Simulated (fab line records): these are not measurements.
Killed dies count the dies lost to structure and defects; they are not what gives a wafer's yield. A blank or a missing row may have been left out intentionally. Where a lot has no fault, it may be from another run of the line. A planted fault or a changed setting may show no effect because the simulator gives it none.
Comparing a struck lot with a sound one	flow gf180mcu	25 steps out of a route of 602
Sound: these wafers, L755.2, L755.4, L755.5. The struck wafers were L743.4, L743.5, L743.6. At the end, the cause is stated.
For every step that has rows: the tool of each side, followed by ch and its chambers, followed by its first start. Under that, the readings that differ: sound wafers	struck wafers	difference of the means	sigmas: that difference in standard deviations of wafers without a fault.
alike: words and numbers the same on both sides, and readings whose means are apart by under 2 such deviations; not compared: readings that were withheld, readings missing a value for some wafer, numbers with overlapping values and no deviation given by the record, and bounds like >300 which may hide the same value.
Wherever a step has rows on one side only, a row that says differs or no value, or a row with sigmas, the two part there. Numbers that don't overlap but have no deviation are shown without sigmas and don't part them. A reading missing from all wafers of one side parts the sides only when that side holds two or more wafers.

first, 1 step without rows for these wafers: GF_V4_CVD_23 (deposits W, target thk 350 nm, time 104.9 s).
GF_V4_RS_MEAS_24: measures by four-point-probe.
  sound on film_metro-04, day 29 22:06; struck on film_metro-04, day 26 14:02
  alike: V4_W_RS
GF_V4_THK_MEAS_25: measures by xrf.
  sound on film_metro-04, day 29 22:13; struck on film_metro-04, day 26 14:07
  alike: V4_W_THK
then, 2 steps without rows for these wafers: GF_V4_CMP_26 (polishes, stops on SiO2, t overpolish 15 s, target thk 0 nm); GF_MIM_SPUTTER_00 (material Ti, target thk 37.5 nm, time 150 s).
GF_MIM_SPUTTER_01: material TiN, target thk 30 nm, time 25 s.
  sound on pvd_sputter-02, day 29 23:40; struck on pvd_sputter-02, day 26 14:33
  alike: cathode_dc_power_W, chamber_pressure_pa, throttle_valve_pct
GF_MIM_SPUTTER_02: material AlCu, target thk 450 nm, time 23.9 s.
  sound on pvd_sputter-02, day 29 23:41; struck on pvd_sputter-02, day 26 14:35
  alike: cathode_dc_power_W, chamber_pressure_pa, throttle_valve_pct
then, 1 step without rows for these wafers: GF_MIM_SPUTTER_03 (material Ti, target thk 10 nm, time 6.7 s).
GF_MIM_SPUTTER_04: material TiN, target thk 50 nm, time 41.7 s.
  sound on pvd_sputter-02, day 29 23:45; struck on pvd_sputter-02, day 26 14:38
  alike: cathode_dc_power_W, chamber_pressure_pa, throttle_valve_pct
GF_MIM_CVD_05: deposits Si3N4, target thk 42 nm, time 29.086 s.
  sound on pecvd-01 ch 0,1,2, day 29 23:47; struck on pecvd-04 ch 0,1,2, day 26 14:41
  alike: heater_power_w, temp_max_c
GF_MIM_THK_MEAS_06:
  sound on film_metro-02, day 29 23:50; struck on film_metro-02, day 26 14:44
  alike: MIM_CVD_05_THK
GF_MIM_SPUTTER_07: material TiN, target thk 60 nm, time 50 s.
  sound on pvd_sputter-03, day 29 23:53; struck on pvd_sputter-03, day 26 14:46
  alike: cathode_dc_power_W, chamber_pressure_pa, throttle_valve_pct
GF_MIM_SPUTTER_08: material AlCu, target thk 200 nm, time 10.6 s.
  sound on pvd_sputter-03, day 29 23:55; struck on pvd_sputter-03, day 26 14:49
  no value came back on the struck wafers for cathode_dc_power_W (W), chamber_pressure_pa (Pa), throttle_valve_pct (%); on the sound wafers cathode_dc_power_W (W) reads 10597 10602 10602
then, 1 step without rows for these wafers: GF_MIM_SPUTTER_09 (material TiN, target thk 35 nm, time 29.2 s).
GF_MIM_RS_MEAS_10: measures by four-point-probe.
  sound on film_metro-01, day 30 00:00; struck on film_metro-01, day 26 14:55
reading	sound	struck	difference	sigmas
MIM_ALCU_RS (ohm/sq)	0.1577 0.1586 0.1559	9.4884 9.5267 9.4246	+9.3225	+99 or more
GF_MIM_THK_MEAS_11: measures by xrf.
  sound on film_metro-01, day 30 00:07; struck on film_metro-01, day 26 15:01
reading	sound	struck	difference	sigmas
MIM_ALCU_THK (nm)	201.6 201.1 203.7	<0.4 <0.4 <0.4	differs	
then, 7 steps without rows for these wafers: GF_MIM_DEHYDRATE_12 (time 60 s); GF_MIM_HMDS_13 (prime time 60 s); GF_MIM_COAT_14 (resist thk 1000 nm); GF_MIM_SOFTBAKE_15 (time 60 s); GF_MIM_EXPOSE_16 (exposes mask FuseTop, target cd 2000 nm); GF_MIM_PEB_17; GF_MIM_DEVELOP_18 (develop time 60 s).
GF_MIM_METAL_ETCH_19: etches the open film in Cl2/BCl3, stops on Si3N4, target depth 324.5 nm, time 54.1 s.
  sound on rie_metal-01 ch 0,1, day 30 17:43; struck on rie_metal-01 ch 0,1, day 27 11:02
reading	sound	struck	difference	sigmas
oes_product_au (a.u.)	0.934 0.945 0.957	0.978 0.979 0.965	+0.029	+4
throttle_valve_pct (%)	28.251 28.298 28.272	28.251 28.238 28.244	-0.029	-3
  alike: drypump_motor_current_A
  not compared: rf_hours_counter_h
then, 1 step without rows for these wafers: GF_MIM_STRIP_20 (strips in O2/N2).

WHERE THEY PART
Earliest at GF_MIM_SPUTTER_08; latest, in this record, at GF_MIM_METAL_ETCH_19.

WHY: what the simulator had put in
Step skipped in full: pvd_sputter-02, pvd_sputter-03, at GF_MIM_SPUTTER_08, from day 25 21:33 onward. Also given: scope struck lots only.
